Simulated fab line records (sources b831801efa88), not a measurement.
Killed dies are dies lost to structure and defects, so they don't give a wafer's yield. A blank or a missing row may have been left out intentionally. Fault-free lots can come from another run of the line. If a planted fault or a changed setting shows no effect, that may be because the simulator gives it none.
Which tool did it? -- flow sky130 -- Sampling: 11 lots, 33 wafers, 3 of 708 route steps

== WHAT THE GAUGES SHOWED, per wafer ==
SKY_SD_N_RS_MEAS_17: measurement is done with a four-point probe. Usual: SD_P_RS typically reads 147.2 ohm/sq, with standard deviation 0.34.
lot,measured,on,SD_P_RS (ohm/sq),flag
L384,day 28 21:14,film_metro-03,146.8 147.2 147.3,
L385,day 29 03:31,film_metro-04,147.4 147.4 147.2,
L387,day 29 23:20,film_metro-02,147.6 147.7 147.5,
L391,day 31 07:22,film_metro-02,147.1 147.6 147.6,
L394,day 32 00:21,film_metro-02,146.9 146.8 147.2,
L393,day 32 06:58,film_metro-03,146.9 147.1 146.5,
L395,day 32 09:21,film_metro-03,147.7 146.7 146.9,
L397,day 33 21:17,film_metro-02,147.4 147.5 147.1,
L398,day 35 00:57,film_metro-02,147.4 147.1 147.5,
L400,day 35 01:31,film_metro-04,146.5 147.3 147.3,
L402,day 35 02:02,film_metro-02,147.2 147.0 146.6,

SKY_CONTACT_OVL_MEAS_15. Usual: CONTACT_OVL typically reads -5 nm, with standard deviation 4.2.
lot,measured,on,CONTACT_OVL (nm),flag
L384,day 32 10:39,overlay-02,-8 -2 -3,
L385,day 32 18:02,overlay-02,3 -2 0,
L387,day 33 12:00,overlay-02,-3 0 -1,
L391,day 34 19:46,overlay-01,-7 -7 -5,
L394,day 35 11:29,overlay-02,-7 -8 -10,
L393,day 35 18:58,overlay-01,-1 -9 -9,
L395,day 35 20:41,overlay-01,-12 -4 -11,
L397,day 37 08:32,overlay-02,3 -4 3,
L398,day 38 12:32,overlay-02,-3 -3 -8,
L400,day 38 13:26,overlay-02,-13 -6 -15,
L402,day 38 14:10,overlay-02,1 -5 -5,

== WHICH TOOL RAN EACH LOT (tool, then ch and the chambers of the sampled wafers, then the start) ==
lot,SKY_LI_CONTACT_SPUTTER_19
L384,"pvd_sputter-01, day 30 02:22"
L385,"pvd_sputter-04, day 30 07:30"
L387,"pvd_sputter-01, day 31 03:58"
L391,"pvd_sputter-03, day 32 11:26"
L394,"pvd_sputter-01, day 33 04:30"
L393,"pvd_sputter-01, day 33 11:37"
L395,"pvd_sputter-03, day 33 13:10"
L397,"pvd_sputter-03, day 35 01:19"
L398,"pvd_sputter-03, day 36 05:07"
L400,"pvd_sputter-01, day 36 05:28"
L402,"pvd_sputter-01, day 36 06:27"
- SKY_LI_CONTACT_SPUTTER_19: material Ti, target thk 20 nm, time 106.37 s.

== AS READ BY THE TOOLS THEMSELVES (means over the sampled wafers that have a number; for cases with no such wafer, the mark the record gives instead) ==
SKY_LI_CONTACT_SPUTTER_19. Usual: cathode_dc_power_W 2499.9 W, standard deviation 0.43; throttle_valve_pct 29.7 %, standard deviation 1.4.
lot,tool,cathode_dc_power_W (W),throttle_valve_pct (%),flag
L384,pvd_sputter-01,2500.2,30.2,
L385,pvd_sputter-04,2499.6,29.8,
L387,pvd_sputter-01,2499.8,30.2,
L391,pvd_sputter-03,2500.0,28.6,
L394,pvd_sputter-01,2499.7,30.2,
L393,pvd_sputter-01,2500.2,31.2,
L395,pvd_sputter-03,2500.2,28.5,
L397,pvd_sputter-03,2499.6,28.7,
L398,pvd_sputter-03,2499.8,28.0,
L400,pvd_sputter-01,2500.3,31.7,
L402,pvd_sputter-01,2499.9,30.7,

== THE ANSWER, worked out from the rows above alone ==
Rule: a lot is off if the mean of its wafers that have a number lies more than 3 standard deviations from the usual mean. Also off: a lot with no number at a reading for which 4 or more lots have one. All remaining lots with rows at the step are treated as sound. The gauges are gone through in route order, then the tools' own readings, and for those a lot's mean is taken as printed above. The first step at which some lot is off is used, and at that step the reading that is off furthest; a lot without a number counts as furthest.
No lot is off at any reading shown: from this, nothing can be told.

== WHAT THE SIMULATOR HAD INSERTED ==
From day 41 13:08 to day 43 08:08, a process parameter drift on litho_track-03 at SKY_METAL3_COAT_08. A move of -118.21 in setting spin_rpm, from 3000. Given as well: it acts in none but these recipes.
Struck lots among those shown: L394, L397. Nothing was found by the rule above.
